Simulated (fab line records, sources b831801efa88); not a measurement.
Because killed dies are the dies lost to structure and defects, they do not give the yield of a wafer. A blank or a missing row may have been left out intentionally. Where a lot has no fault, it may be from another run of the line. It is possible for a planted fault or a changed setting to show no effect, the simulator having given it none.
Struck lot and sound lot, side by side :: flow sky130 :: 18 out of 708 route steps
Sound: wafers L591.4, L591.5, L591.6. Wafers L601.2, L601.3 were the ones struck. The cause is given at the end.
For every step that has rows: the tool of each side, followed by ch and its chambers, followed by its first start. Under that, the readings that differ: sound wafers :: struck wafers :: difference of the means :: sigmas: that difference in standard deviations of wafers without a fault.
alike: readings whose means differ by less than 2 such deviations, and words and numbers that are the same on both sides. not compared: withheld readings, readings that some wafer has no value for, bounds like >300 that may hide the same value, and numbers for which the record gives no deviation and whose values overlap.
A row with sigmas, a row that says differs or no value, or rows on one side alone: a step with any of these is where the two part. When numbers do not overlap yet have no deviation, they are printed without sigmas and do not part them. A reading that every wafer of one side lacks parts them only if that side has two wafers or more.

first, 3 steps without rows for these wafers: SKY_VIA3_EXPOSE_09 (exposes mask VIM3, target cd 200 nm); SKY_VIA3_PEB_10; SKY_VIA3_DEVELOP_11 (develop time 60 s).
SKY_VIA3_CD_MEAS_12: target cd 200 nm.
  sound on cd-sem-01 at day 39 07:33; struck on cd-sem-02 at day 42 13:53
  alike: cd-nm
SKY_VIA3_OVL_MEAS_13:
  sound on overlay-01 at day 39 07:38; struck on overlay-02 at day 42 13:59
  alike: VIA3_OVL
SKY_VIA3_ETCH_14: etches BARC in N2/H2, stops on SiO2, time 45.9 s, target depth 60 nm.
  sound on rie-diel-03 ch 0,1,2, day 39 07:39; struck on rie-diel-02 ch 2,3, day 42 14:01
  alike: drypump-motor-current-A, h2-flow-sccm, oes-product-au, throttle-valve-pct
  not compared: rf-hours-counter-h
SKY_VIA3_ETCH_15: etches SiO2 in C4F8/O2/Ar, stops on TiN, target depth 507 nm, time 78 s.
  sound on rie-diel-03 ch 0,1,2, day 39 07:41; struck on rie-diel-02 ch 2,3, day 42 14:03
  alike: oes-product-au
  not compared: rf-hours-counter-h
SKY_VIA3_STRIP_16: strips in O2/N2.
  sound on plasma-asher-03 ch 0,1, day 39 07:47; struck on plasma-asher-03 ch 0,1, day 42 14:07
  alike: drypump-motor-current-A, o2-flow-sccm, oes-product-au, strip-time-to-endpoint-s
  not compared: rf-hours-counter-h
then, 3 steps without rows for these wafers: SKY_VIA3_STRIP_17 (strips in post etch residue remover, time 1200 s); SKY_VIA3_CLEAN_18 (cleans in IPA, time 180 s); SKY_VIA3_CLEAN_19 (cleans in O3/DIW).
SKY_VIA3_SPUTTER_20: material TiN, target thk 20 nm, time 80 s.
  sound on pvd-sputter-04 at day 39 08:22; struck on pvd-sputter-03 at day 42 15:07
  alike: throttle-valve-pct
SKY_VIA3_CVD_21: deposits W, target thk 390 nm, time 117.31 s.
  sound on cvd-w-02 ch 0,1, day 39 08:26; struck on cvd-w-01 ch 0,1, day 42 15:10
reading: model.W_of_VIA3_CVD_21.thk-nm (nm)
sound: 400.8 382.8 399.1
struck: 689.6 686.7
difference: +293.9
sigmas: 
  alike: heater-power-w
SKY_VIA3_RS_MEAS_22: uses a four-point probe to measure.
  sound on film-metro-03 at day 39 08:35; struck on film-metro-02 at day 42 15:19
reading: VIA3_W_RS (ohm/sq)
sound: 0.285 0.300 0.287
struck: 0.165 0.166
difference: -0.125
sigmas: -27
SKY_VIA3_THK_MEAS_23: measures by xrf.
  sound on film-metro-03 at day 39 08:40; struck on film-metro-02 at day 42 15:25
reading: VIA3_W_THK (nm)
sound: 391 372 387
struck: - -
difference: no value on the struck wafers
sigmas: 
SKY_VIA3_CMP_24: polishes, stops on SiO2, t overpolish 20 s, target thk 0 nm.
  sound on cmp-01 ch 0,1,3, day 39 08:51; struck on cmp-01 ch 1,3, day 42 15:45
reading: time-to-endpoint-s (s)
sound: 99 98 99
struck: 169 168
difference: +70
sigmas: +21
  alike: motor-current-A
SKY_METAL4_SPUTTER_00: material Ti, target thk 15 nm, time 10 s.
  sound on pvd-sputter-01 at day 39 09:00; struck on pvd-sputter-03 at day 42 16:00
  alike: throttle-valve-pct
-- the record jumps here: 6 days lie between the struck wafers' starts before and after (it left off in module METAL4 and takes up again in module PAD_OPEN, whose first step shown is number 708 of the route) --
SKY_PAD_OPEN_PROBE_99:
  sound on prober-02 at day 45 12:44; struck on prober-01 at day 48 07:38
reading: killed-at-front-end
sound: 23 14 16
struck: 8 3
difference: -12
sigmas: -2

reading: killed-short
sound: 33 46 40
struck: 23 27
difference: -15
sigmas: -2
  alike: defect-limited-yield, killed_at_M0_to_M3, killed_at_M4_up, killed-at-contacts, killed-at-other, killed-dies, killed-open, sort_bin_3_pad_short, sort_bin_5_function, sort_bin_6_memory, sort-n-pass, sort-yield-pct

## WHERE THEY PART
First at SKY_VIA3_RS_MEAS_22; last, within this record, at SKY_PAD_OPEN_PROBE_99.

WHY: what had been put in by the simulator
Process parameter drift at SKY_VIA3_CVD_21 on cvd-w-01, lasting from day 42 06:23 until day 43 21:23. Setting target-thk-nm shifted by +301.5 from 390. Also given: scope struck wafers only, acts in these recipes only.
